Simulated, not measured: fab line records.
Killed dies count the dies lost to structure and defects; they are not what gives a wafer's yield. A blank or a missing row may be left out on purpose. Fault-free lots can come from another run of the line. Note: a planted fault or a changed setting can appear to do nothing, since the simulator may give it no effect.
What tool caused it?    flow gf180mcu    21 wafers from 7 lots sampled at 2 of the route's 602 steps

WHAT THE GAUGES READ, wafer by wafer
GF_HV_LDD_RS_MEAS_53: measures by four-point-probe.
lot   measured      on             HV_LDD_RS (ohm/sq)
L469  day 12 13:46  film metro-03  419.6 418.6 417.7
L476  day 14 19:11  film metro-04  406.0 405.7 404.7
L480  day 16 16:16  film metro-04  418.1 418.2 419.3
L485  day 18 04:10  film metro-03  417.9 418.5 418.0
L487  day 18 18:39  film metro-03  417.6 417.9 418.3
L490  day 19 19:37  film metro-03  416.5 417.6 415.9
L491  day 20 08:27  film metro-04  418.7 419.2 417.4

TOOL THAT RAN EACH LOT (tool first, then ch and the chambers of the sampled wafers, then the start)
lot   GF_HV_LDD_IMPLANT_33
L469  implanter-04 ch 0, day 11 17:58
L476  implanter-04 ch 0, day 13 20:52
L480  implanter-02 ch 0, day 15 16:49
L485  implanter-03 ch 0, day 17 04:31
L487  implanter-04 ch 0, day 17 17:10
L490  implanter-04 ch 0, day 18 18:25
L491  implanter-03 ch 0, day 19 07:22
- GF_HV_LDD_IMPLANT_33

THE ANSWER, worked out from the rows above alone
Rule: usual is defined by the lots themselves. Put in order of their means at a reading, lots are off if they are a third of the lots or fewer, leave a main group of 4 or more, and stand apart from it by a gap of 3 or more times the standard deviation of the main group's means; of several such gaps the widest counts. If all means in a main group match to the digits the tables above print for the reading, that group is not used. Also off: a lot with no number at a reading for which 4 or more lots have one. The other lots that the step has rows for count as sound.
Off: L476, at GF_HV_LDD_RS_MEAS_53 (HV_LDD_RS). Main group: mean 418.1 ohm/sq, sd 0.67.
If a tool, at a process step before that reading, ran all the lots that are off and no sound lot after the first of them, it fits. Those tools and the gauges at GF_HV_LDD_RS_MEAS_53 are tried in the same way. No candidate that was tried fits.

WHAT THE SIMULATOR PUT IN
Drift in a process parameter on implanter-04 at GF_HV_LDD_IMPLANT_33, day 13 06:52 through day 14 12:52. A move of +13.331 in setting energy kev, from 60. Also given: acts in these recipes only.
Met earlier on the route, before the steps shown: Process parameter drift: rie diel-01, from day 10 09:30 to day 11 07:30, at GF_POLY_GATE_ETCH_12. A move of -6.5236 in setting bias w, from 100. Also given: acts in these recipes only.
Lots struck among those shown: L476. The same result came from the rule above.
